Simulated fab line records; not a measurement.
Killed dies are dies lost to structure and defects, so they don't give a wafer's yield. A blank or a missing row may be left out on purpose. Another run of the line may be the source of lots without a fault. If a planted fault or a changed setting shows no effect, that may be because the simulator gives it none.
Which tool did it? -- flow sky130 -- 14 lots, 42 wafers sampled, at 5 steps of a route of 708

## WHAT THE GAUGES READ, wafer by wafer
SKY_RES_XHIGH_TW_MEAS_09. Usual: RES_XHIGH_TW gives 1640 (standard deviation 11).
lot,measured,on,RES_XHIGH_TW,flag
L698,day 26 16:41,film-metro-03,1653 1648 1649,
L702,day 28 03:32,film-metro-02,1642 1644 1648,
L706,day 29 18:35,film-metro-02,30 30 30,OFF
L707,day 30 07:29,film-metro-03,30 30 30,OFF
L710,day 31 09:41,film-metro-02,1643 1642 1647,
L711,day 31 13:33,film-metro-03,1641 1652 1647,
L712,day 31 17:26,film-metro-02,1644 1636 1635,
L714,day 32 11:26,film-metro-01,1626 1630 1637,
L715,day 32 23:11,film-metro-03,1649 1643 1649,
L716,day 33 01:56,film-metro-01,1631 1628 1636,
L717,day 33 07:37,film-metro-01,1623 1618 1630,
L718,day 33 08:41,film-metro-01,1630 1632 1625,
L720,day 34 00:30,film-metro-03,1647 1649 1655,
L721,day 34 13:59,film-metro-01,1621 1631 1624,

SKY_METAL1_RS_MEAS_05: a four-point-probe measurement. Usual: METAL1_ALCU_RS gives 0.1263 ohm/sq (standard deviation 0.0017).
lot,measured,on,METAL1_ALCU_RS (ohm/sq),flag
L698,day 31 18:06,film-metro-02,0.1245 0.1261 0.1257,
L702,day 32 23:55,film-metro-02,0.1244 0.1247 0.1248,
L706,day 34 15:46,film-metro-02,0.1260 0.1252 0.1269,
L707,day 35 00:28,film-metro-04,0.1235 0.1241 0.1238,
L710,day 36 00:59,film-metro-04,0.1265 0.1287 0.1267,
L711,day 36 04:47,film-metro-02,0.1291 0.1311 0.1295,
L712,day 36 06:13,film-metro-04,0.1243 0.1251 0.1256,
L714,day 37 02:19,film-metro-04,0.1266 0.1280 0.1252,
L715,day 37 14:39,film-metro-03,0.1276 0.1283 0.1280,
L716,day 37 16:22,film-metro-04,0.1275 0.1271 0.1270,
L717,day 37 21:15,film-metro-03,0.1288 0.1278 0.1269,
L718,day 37 22:46,film-metro-04,0.1243 0.1249 0.1238,
L720,day 38 13:16,film-metro-03,0.1267 0.1266 0.1262,
L721,day 39 04:31,film-metro-04,0.1277 0.1269 0.1280,

## WHAT TOOL EACH LOT RAN ON (gives the tool, then ch and the chambers of the sampled wafers, and finally the start)
lot,SKY_POLY_CUT_STRIP_12,SKY_SD_P_STRIP_10,SKY_RES_XHIGH_STRIP_08
L698,"plasma-asher-03 ch 1, day 24 04:13","plasma-asher-03 ch 0,1, day 25 10:50","plasma-asher-03 ch 0,1, day 26 16:35"
L702,"plasma-asher-02 ch 1, day 25 17:41","plasma-asher-04 ch 0,1, day 26 23:08","plasma-asher-04 ch 0, day 28 03:26"
L706,"plasma-asher-02 ch 0,1, day 27 09:25","plasma-asher-01 ch 0,1, day 28 14:35","plasma-asher-03 ch 0,1, day 29 18:29"
L707,"plasma-asher-03 ch 1, day 27 22:37","plasma-asher-01 ch 1, day 29 03:17","plasma-asher-04 ch 1, day 30 07:23"
L710,"plasma-asher-02 ch 0,1, day 29 01:26","plasma-asher-01 ch 0,1, day 30 05:29","plasma-asher-04 ch 0,1, day 31 09:35"
L711,"plasma-asher-01 ch 0, day 29 05:14","plasma-asher-04 ch 0,1, day 30 09:41","plasma-asher-02 ch 0,1, day 31 13:26"
L712,"plasma-asher-01 ch 0,1, day 29 09:29","plasma-asher-01 ch 0,1, day 30 13:50","plasma-asher-02 ch 0,1, day 31 17:20"
L714,"plasma-asher-03 ch 0,1, day 30 03:23","plasma-asher-01 ch 0,1, day 31 07:50","plasma-asher-03 ch 0,1, day 32 11:20"
L715,"plasma-asher-01 ch 0,1, day 30 15:56","plasma-asher-03 ch 0,1, day 31 19:47","plasma-asher-03 ch 0,1, day 32 23:05"
L716,"plasma-asher-01 ch 0,1, day 30 18:49","plasma-asher-04 ch 1, day 31 22:26","plasma-asher-03 ch 0,1, day 33 01:50"
L717,"plasma-asher-01 ch 0,1, day 31 01:54","plasma-asher-01 ch 0,1, day 32 05:10","plasma-asher-02 ch 0,1, day 33 07:31"
L718,"plasma-asher-01 ch 0,1, day 31 02:59","plasma-asher-01 ch 0,1, day 32 06:29","plasma-asher-04 ch 0,1, day 33 08:35"
L720,"plasma-asher-03 ch 0,1, day 31 18:53","plasma-asher-01 ch 0,1, day 32 21:47","plasma-asher-02 ch 0,1, day 34 00:23"
L721,"plasma-asher-03 ch 0,1, day 32 08:04","plasma-asher-01 ch 0,1, day 33 11:05","plasma-asher-03 ch 0,1, day 34 13:53"
- SKY_POLY_CUT_STRIP_12: strips in O2/N2.
- SKY_SD_P_STRIP_10: strips in O2/N2.
- SKY_RES_XHIGH_STRIP_08: strips in O2/N2.

## AS READ BY THE TOOLS THEMSELVES (means over the sampled wafers that have a number; for cases with no such wafer, the mark the record gives instead)
SKY_POLY_CUT_STRIP_12. Usual: chamber-pressure-mTorr 1499.8 mTorr, standard deviation 1.5; drypump-motor-current-A 5.8 A, standard deviation 0.34; oes-product-au 0.451 a.u., standard deviation 0.005; strip-time-to-endpoint-s 5.345 s, standard deviation 0.016.
lot,tool,chamber-pressure-mTorr (mTorr),drypump-motor-current-A (A),oes-product-au (a.u.),strip-time-to-endpoint-s (s),flag
L698,plasma-asher-03,1499.0,5.5,0.452,5.345,
L702,plasma-asher-02,1501.0,6.1,0.449,5.343,
L706,plasma-asher-02,1497.8,6.3,0.450,5.342,
L707,plasma-asher-03,1499.8,5.5,0.453,5.349,
L710,plasma-asher-02,1500.7,6.3,0.446,5.351,
L711,plasma-asher-01,1500.3,5.8,0.450,5.348,
L712,plasma-asher-01,1497.5,5.7,0.455,5.317,
L714,plasma-asher-03,1501.8,5.5,0.458,5.343,
L715,plasma-asher-01,1499.9,5.8,0.451,5.353,
L716,plasma-asher-01,1501.0,5.7,0.451,5.365,
L717,plasma-asher-01,1500.3,5.7,0.450,5.341,
L718,plasma-asher-01,1500.3,5.7,0.451,5.341,
L720,plasma-asher-03,1500.0,5.6,0.448,5.350,
L721,plasma-asher-03,1501.6,5.5,0.448,5.328,

SKY_SD_P_STRIP_10. Usual: chamber-pressure-mTorr 1500.1 mTorr, standard deviation 1.4; drypump-motor-current-A 5.5 A, standard deviation 0.31; oes-product-au 0.617 a.u., standard deviation 0.0043; strip-time-to-endpoint-s 17.49 s, standard deviation 0.041.
lot,tool,chamber-pressure-mTorr (mTorr),drypump-motor-current-A (A),oes-product-au (a.u.),strip-time-to-endpoint-s (s),flag
L698,plasma-asher-03,1500.4,5.6,0.619,17.53,
L702,plasma-asher-04,1500.3,5.2,0.615,17.52,
L706,plasma-asher-01,-,-,-,-,OFF
L707,plasma-asher-01,-,-,-,-,OFF
L710,plasma-asher-01,1500.9,5.7,0.619,17.46,
L711,plasma-asher-04,1500.7,4.9,0.621,17.54,
L712,plasma-asher-01,1501.0,5.7,0.614,17.47,
L714,plasma-asher-01,1501.8,5.7,0.619,17.56,
L715,plasma-asher-03,1499.6,5.5,0.611,17.46,
L716,plasma-asher-04,1498.7,5.4,0.617,17.50,
L717,plasma-asher-01,1501.0,5.7,0.618,17.51,
L718,plasma-asher-01,1500.0,5.7,0.619,17.47,
L720,plasma-asher-01,1500.8,5.7,0.618,17.53,
L721,plasma-asher-01,1498.6,5.7,0.619,17.48,

SKY_RES_XHIGH_STRIP_08. Usual: chamber-pressure-mTorr 1500.0 mTorr, standard deviation 1.3; drypump-motor-current-A 5.7 A, standard deviation 0.6; oes-product-au 0.711 a.u., standard deviation 0.0049; strip-time-to-endpoint-s 14.26 s, standard deviation 0.041.
lot,tool,chamber-pressure-mTorr (mTorr),drypump-motor-current-A (A),oes-product-au (a.u.),strip-time-to-endpoint-s (s),flag
L698,plasma-asher-03,1499.9,5.6,0.709,14.27,
L702,plasma-asher-04,1500.2,4.7,0.711,14.26,
L706,plasma-asher-03,1500.4,5.6,0.719,31.39,OFF
L707,plasma-asher-04,1499.6,5.4,0.717,31.37,OFF
L710,plasma-asher-04,1499.8,5.0,0.711,14.23,
L711,plasma-asher-02,1500.2,6.4,0.713,14.24,
L712,plasma-asher-02,1499.6,6.4,0.709,14.30,
L714,plasma-asher-03,1499.9,5.6,0.715,14.25,
L715,plasma-asher-03,1499.4,5.5,0.715,14.27,
L716,plasma-asher-03,1499.2,5.6,0.712,14.31,
L717,plasma-asher-02,1499.5,6.3,0.712,14.24,
L718,plasma-asher-04,1497.9,5.2,0.714,14.19,
L720,plasma-asher-02,1500.3,6.3,0.718,14.20,
L721,plasma-asher-03,1501.8,5.5,0.707,14.27,

## THE ANSWER, worked out from the rows above alone
Rule: lot off if the mean of its wafers having a number is beyond 3 standard deviations from the usual mean. Also off: a lot with no number at a reading for which 4 or more lots have one. All remaining lots with rows at the step are treated as sound. First the gauges in route order, then the tools' own readings, where a lot's mean is used as printed above. The first step at which some lot is off is used, and at that step the reading that is off furthest; a lot without a number counts as furthest.
Off: L706, L707, seen at SKY_RES_XHIGH_TW_MEAS_09 (RES_XHIGH_TW).
If a tool, at a process step before that reading, ran all the lots that are off and no sound lot after the first of them, it fits. Not tried: the gauges at SKY_RES_XHIGH_TW_MEAS_09; whatever is off there is also off at SKY_SD_P_STRIP_10, on other tools, and gauge error can't account for it. Of those tried, none fits.

## WHAT THE SIMULATOR HAD PUT IN
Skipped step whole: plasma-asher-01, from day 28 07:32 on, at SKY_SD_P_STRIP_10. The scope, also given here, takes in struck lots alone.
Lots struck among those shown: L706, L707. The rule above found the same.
